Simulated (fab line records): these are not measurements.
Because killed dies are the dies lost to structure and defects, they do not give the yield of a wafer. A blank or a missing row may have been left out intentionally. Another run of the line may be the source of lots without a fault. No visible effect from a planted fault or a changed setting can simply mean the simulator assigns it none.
The tool behind it: which one? + flow sky130 + route of 708 steps, sampled at 1 step: 7 lots, 21 wafers

## WHAT THE GAUGES SHOWED, per wafer
SKY_SD_N_TW_MEAS_12.
| lot  | measured     | on            | SD_N_TW        |
|------|--------------|---------------|----------------|
| L779 | day 27 14:47 | film_metro-01 | 3951 3940 3962 |
| L782 | day 29 04:13 | film_metro-03 | 4008 4037 4006 |
| L785 | day 29 23:56 | film_metro-03 | 3997 4008 3998 |
| L790 | day 31 15:21 | film_metro-01 | 3923 3951 3941 |
| L797 | day 33 21:32 | film_metro-02 | 3975 3958 3953 |
| L800 | day 35 03:56 | film_metro-01 | 3926 3930 3938 |
| L802 | day 35 11:08 | film_metro-02 | 3979 3981 3985 |

## WHAT TOOL EACH LOT RAN ON (gives the tool, then ch and the chambers of the sampled wafers, and finally the start)
Before these readings, the record contains no process step.

## THE ANSWER, worked out from the rows above alone
Rule: usual is defined by the lots themselves. Put in order of their means at a reading, lots are off if they are a third of the lots or fewer, leave a main group of 4 or more, and stand apart from it by a gap of 3 or more times the standard deviation of the main group's means; of several such gaps the widest counts. If all means in a main group match to the digits the tables above print for the reading, that group is not used. A lot without any number at a reading at which 4 lots or more have one is off too. Where the step has rows for the other lots, those lots are counted as sound.
Nothing can be told from this: no lot is off at any reading shown.

## WHAT THE SIMULATOR HAD INSERTED
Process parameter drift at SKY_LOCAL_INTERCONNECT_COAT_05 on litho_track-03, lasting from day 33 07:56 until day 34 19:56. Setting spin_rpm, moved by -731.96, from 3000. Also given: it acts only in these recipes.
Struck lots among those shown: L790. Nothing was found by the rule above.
